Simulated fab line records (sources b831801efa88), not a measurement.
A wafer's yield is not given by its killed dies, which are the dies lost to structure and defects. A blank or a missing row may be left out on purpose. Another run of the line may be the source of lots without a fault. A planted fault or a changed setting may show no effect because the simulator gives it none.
Which of the tools did it? / flow sky130 / 36 wafers from 12 lots sampled at 2 of the route's 708 steps

== WHAT EACH GAUGE READ, for each wafer ==
SKY_METAL2_OVL_MEAS_16.
lot=L075; measured=day 35 10:10; on=overlay-01; METAL2_OVL (nm)=3 -3 -3
lot=L077; measured=day 36 02:23; on=overlay-01; METAL2_OVL (nm)=7 8 11
lot=L079; measured=day 36 15:14; on=overlay-01; METAL2_OVL (nm)=2 -9 -4
lot=L081; measured=day 38 03:25; on=overlay-02; METAL2_OVL (nm)=-13 -9 3
lot=L083; measured=day 38 04:08; on=overlay-01; METAL2_OVL (nm)=9 -2 9
lot=L085; measured=day 38 18:16; on=overlay-02; METAL2_OVL (nm)=3 8 2
lot=L088; measured=day 39 08:43; on=overlay-02; METAL2_OVL (nm)=9 -1 4
lot=L089; measured=day 39 20:17; on=overlay-02; METAL2_OVL (nm)=6 4 -8
lot=L091; measured=day 40 08:35; on=overlay-02; METAL2_OVL (nm)=6 2 15
lot=L093; measured=day 40 18:14; on=overlay-02; METAL2_OVL (nm)=6 -3 3
lot=L095; measured=day 41 13:04; on=overlay-02; METAL2_OVL (nm)=4 -5 0
lot=L097; measured=day 41 21:28; on=overlay-01; METAL2_OVL (nm)=16 0 10

== WHAT TOOL EACH LOT RAN ON (gives the tool, then ch and the chambers of the sampled wafers, and finally the start) ==
lot=L075; SKY_VIA1_STRIP_16=plasma-asher-03 ch 0, day 34 05:50
lot=L077; SKY_VIA1_STRIP_16=plasma-asher-01 ch 0,1, day 34 22:44
lot=L079; SKY_VIA1_STRIP_16=plasma-asher-03 ch 0,1, day 35 11:37
lot=L081; SKY_VIA1_STRIP_16=plasma-asher-03 ch 0,1, day 36 23:35
lot=L083; SKY_VIA1_STRIP_16=plasma-asher-02 ch 0,1, day 37 00:10
lot=L085; SKY_VIA1_STRIP_16=plasma-asher-03 ch 0,1, day 37 15:11
lot=L088; SKY_VIA1_STRIP_16=plasma-asher-01 ch 0,1, day 38 06:45
lot=L089; SKY_VIA1_STRIP_16=plasma-asher-01 ch 0,1, day 38 21:08
lot=L091; SKY_VIA1_STRIP_16=plasma-asher-03 ch 0,1, day 39 01:21
lot=L093; SKY_VIA1_STRIP_16=plasma-asher-02 ch 0,1, day 39 13:02
lot=L095; SKY_VIA1_STRIP_16=plasma-asher-01 ch 0,1, day 40 11:13
lot=L097; SKY_VIA1_STRIP_16=plasma-asher-01 ch 0,1, day 40 20:22
- SKY_VIA1_STRIP_16: strips in O2/N2.

== THE ANSWER, worked out from the rows above alone ==
Rule: what is usual is taken from the lots themselves. Put in order of their means at a reading, lots are off if they are a third of the lots or fewer, leave a main group of 4 or more, and stand apart from it by a gap of 3 or more times the standard deviation of the main group's means; of several such gaps the widest counts. A main group is skipped when, at the precision printed for the reading in the tables above, its means are all equal. Also off: a lot with no number at a reading for which 4 or more lots have one. All remaining lots with rows at the step are treated as sound.
No lot is off on any of the readings shown, so nothing can be concluded from this.

== WHAT THE SIMULATOR PUT IN ==
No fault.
